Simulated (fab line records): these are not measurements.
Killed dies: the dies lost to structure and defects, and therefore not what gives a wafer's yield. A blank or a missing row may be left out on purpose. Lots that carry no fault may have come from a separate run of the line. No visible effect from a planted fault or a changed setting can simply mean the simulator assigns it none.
Which tool is to blame?    flow sfq-line    Sampling: 15 lots, 45 wafers, 4 of 325 route steps

== WHAT THE GAUGES SHOWED, per wafer ==
SFQ_I7_BOW_MEAS_946. Usual: for I7_BOW the level is 5 um and the standard deviation is 11.
lot   measured      on             I7_BOW (um)     flag
L901  day 63 11:44  film-metro-04  1 -10 4         
L902  day 63 19:53  film-metro-03  11 1 11         
L904  day 67 05:36  film-metro-04  26 15 24        
L905  day 67 18:52  film-metro-03  10 17 18        
L907  day 68 17:01  film-metro-04  21 19 7         
L909  day 68 21:49  film-metro-04  29 31 32 - - -  
L910  day 69 00:49  film-metro-02  25 5 4 - - -    
L911  day 69 01:56  film-metro-03  -1 -6 -8        
L912  day 69 07:55  film-metro-04  -2 14 7         
L913  day 69 09:49  film-metro-02  3 4 15 - - -    
L918  day 75 06:17  film-metro-04  18 9 16         
L919  day 75 09:17  film-metro-03  9 9 15          
L920  day 75 12:16  film-metro-03  -1 -14 -6       
L921  day 75 15:16  film-metro-02  0 -14 -3        
L922  day 75 16:26  film-metro-03  -10 -15 -14     

== TOOL THAT RAN EACH LOT (tool first, then ch and the chambers of the sampled wafers, then the start) ==
lot   SFQ_TRILAYER_R5_BARC_OPEN_METAL_ETCH_177  SFQ_TRILAYER_M7_ETCH_METAL_ETCH_180  SFQ_TRILAYER_I7_CMP_CMP_184
L901  rie-metal-01 ch 0,1, day 47 06:35         rie-metal-04 ch 0,1, day 62 20:38    cmp-01 ch 0,1,2, day 63 09:41
L902  rie-metal-04 ch 0,1, day 47 07:46         rie-metal-03 ch 0, day 63 05:03      cmp-02 ch 0,1,2, day 63 17:53
L904  rie-metal-04 ch 0,1, day 47 11:23         rie-metal-03 ch 0,1, day 67 01:34    cmp-02 ch 0,2,3, day 67 04:02
L905  rie-metal-03 ch 0,1, day 47 13:47         rie-metal-03 ch 0,1, day 67 14:53    cmp-02 ch 1,3, day 67 16:19
L907  rie-metal-03 ch 0,1, day 47 23:22         rie-metal-02 ch 0,1, day 68 11:05    cmp-02 ch 1,2,3, day 68 14:01
L909  rie-metal-01 ch 0,1, day 49 00:34         rie-metal-02 ch 0,1, day 68 13:29    cmp-01 ch 1,2,3, day 68 18:49
L910  rie-metal-04 ch 0,1, day 50 11:17         rie-metal-03 ch 0,1, day 68 14:41    cmp-01 ch 0,1, day 68 21:49
L911  rie-metal-04 ch 0,1, day 61 08:39         rie-metal-02 ch 0,1, day 68 15:53    cmp-02 ch 1,2, day 68 22:55
L912  rie-metal-04 ch 0,1, day 61 09:51         rie-metal-04 ch 0,1, day 68 20:41    cmp-02 ch 0,2,3, day 69 04:55
L913  rie-metal-04 ch 0,1, day 61 16:10         rie-metal-03 ch 0,1, day 68 21:53    cmp-01 ch 0,2, day 69 07:19
L918  rie-metal-03 ch 0, day 65 04:56           rie-metal-04 ch 0,1, day 74 22:50    cmp-02 ch 2,3, day 75 03:16
L919  rie-metal-04 ch 0,1, day 65 07:20         rie-metal-02 ch 1, day 75 00:02      cmp-02 ch 0,1, day 75 06:16
L920  rie-metal-03 ch 0,1, day 65 08:32         rie-metal-02 ch 0,1, day 75 02:26    cmp-02 ch 1,2,3, day 75 09:16
L921  rie-metal-01 ch 0,1, day 65 09:44         rie-metal-04 ch 0,1, day 75 04:50    cmp-02 ch 1,2, day 75 12:16
L922  rie-metal-03 ch 0,1, day 65 15:44         rie-metal-03 ch 0,1, day 75 07:14    cmp-01 ch 1,3, day 75 13:55
- SFQ_TRILAYER_R5_BARC_OPEN_METAL_ETCH_177: etches BARC in O2, target depth 125 nm, time 41.7 s.
- SFQ_TRILAYER_M7_ETCH_METAL_ETCH_180: etches Nb in Cl2/Ar, stops on SiO2, target depth 240 nm, time 120 s.
- SFQ_TRILAYER_I7_CMP_CMP_184: polishes SiO2.

== AS READ BY THE TOOLS THEMSELVES (means over the sampled wafers that have a number; for cases with no such wafer, the mark the record gives instead) ==
SFQ_TRILAYER_R5_BARC_OPEN_METAL_ETCH_177. Usual: bias-w 79.99 W, standard deviation 0.24; drypump-motor-current-A 5.9 A, standard deviation 0.3; he-backside-leak-sccm 3.44 sccm, standard deviation 0.18; oes-product-au 0.686 a.u., standard deviation 0.0049.
lot   tool          bias-w (W)  drypump-motor-current-A (A)  he-backside-leak-sccm (sccm)  oes-product-au (a.u.)  flag
L901  rie-metal-01  79.87       5.8                          3.38                          0.686                  
L902  rie-metal-04  80.25       5.9                          3.37                          0.685                  
L904  rie-metal-04  79.80       6.1                          3.48                          0.685                  
L905  rie-metal-03  80.12       6.0                          3.30                          0.684                  
L907  rie-metal-03  79.95       6.1                          3.55                          0.685                  
L909  rie-metal-01  79.92       5.8                          3.75                          0.686                  
L910  rie-metal-04  79.90       6.1                          3.38                          0.689                  
L911  rie-metal-04  79.89       5.9                          3.40                          0.685                  
L912  rie-metal-04  80.15       5.9                          3.34                          0.685                  
L913  rie-metal-04  80.22       6.1                          3.30                          0.691                  
L918  rie-metal-03  80.07       5.5                          3.45                          0.683                  
L919  rie-metal-04  79.74       6.1                          3.76                          0.680                  
L920  rie-metal-03  79.97       5.8                          3.49                          0.691                  
L921  rie-metal-01  79.83       5.8                          3.52                          0.684                  
L922  rie-metal-03  80.18       6.1                          3.50                          0.682                  

SFQ_TRILAYER_M7_ETCH_METAL_ETCH_180. Usual: bias-w 80.01 W, standard deviation 0.24; drypump-motor-current-A 5.9 A, standard deviation 0.46; he-backside-leak-sccm 3.42 sccm, standard deviation 0.13; oes-product-au 0.896 a.u., standard deviation 0.0075.
lot   tool          bias-w (W)  drypump-motor-current-A (A)  he-backside-leak-sccm (sccm)  oes-product-au (a.u.)  flag
L901  rie-metal-04  79.96       6.1                          3.53                          0.888                  
L902  rie-metal-03  79.78       5.5                          3.48                          0.909                  
L904  rie-metal-03  80.22       5.8                          3.57                          0.894                  
L905  rie-metal-03  80.40       5.8                          3.38                          0.889                  
L907  rie-metal-02  80.11       6.1                          3.42                          0.887                  
L909  rie-metal-02  80.06       6.1                          3.33                          0.904                  
L910  rie-metal-03  79.76       5.8                          3.42                          0.906                  
L911  rie-metal-02  80.15       6.1                          3.37                          0.897                  
L912  rie-metal-04  79.94       6.1                          3.32                          0.905                  
L913  rie-metal-03  79.87       5.8                          3.53                          0.886                  
L918  rie-metal-04  79.82       5.9                          3.36                          0.897                  
L919  rie-metal-02  79.84       5.2                          3.38                          0.897                  
L920  rie-metal-02  79.85       5.6                          3.49                          0.901                  
L921  rie-metal-04  80.00       5.9                          3.35                          0.892                  
L922  rie-metal-03  79.79       6.0                          3.51                          0.895                  

SFQ_TRILAYER_I7_CMP_CMP_184. Usual: motor-current-A 10.3 A, standard deviation 0.84; platen-rpm 60.00 rpm, standard deviation 0.039; time-to-endpoint-s 216 s, standard deviation 7.2.
lot   tool    motor-current-A (A)  platen-rpm (rpm)  time-to-endpoint-s (s)  flag
L901  cmp-01  10.9                 60.05             214                     
L902  cmp-02  9.9                  60.01             208                     
L904  cmp-02  10.3                 59.98             215                     
L905  cmp-02  9.4                  60.05             210                     
L907  cmp-02  9.6                  60.02             212                     
L909  cmp-01  10.5                 60.00             209                     
L910  cmp-01  11.1                 59.99             200                     
L911  cmp-02  9.3                  60.00             218                     
L912  cmp-02  10.0                 60.00             215                     
L913  cmp-01  10.7                 59.99             208                     
L918  cmp-02  10.3                 59.99             215                     
L919  cmp-02  9.7                  59.94             219                     
L920  cmp-02  9.6                  59.98             216                     
L921  cmp-02  9.2                  60.04             223                     
L922  cmp-01  11.3                 59.98             217                     

== THE ANSWER, worked out from the rows above alone ==
Rule: take the mean of a lot's wafers that have a number; if it is more than 3 standard deviations from the usual mean, the lot is off. A lot without any number at a reading at which 4 lots or more have one is off too. Where the step has rows for the other lots, those lots are counted as sound. First the gauges in route order, then the tools' own readings, where a lot's mean is used as printed above. At the first step where some lot is off, the reading lying furthest off is the one used; lots without a number count as furthest.
None of the lots is off at any reading shown; this tells nothing.

== WHAT THE SIMULATOR HAD INSERTED ==
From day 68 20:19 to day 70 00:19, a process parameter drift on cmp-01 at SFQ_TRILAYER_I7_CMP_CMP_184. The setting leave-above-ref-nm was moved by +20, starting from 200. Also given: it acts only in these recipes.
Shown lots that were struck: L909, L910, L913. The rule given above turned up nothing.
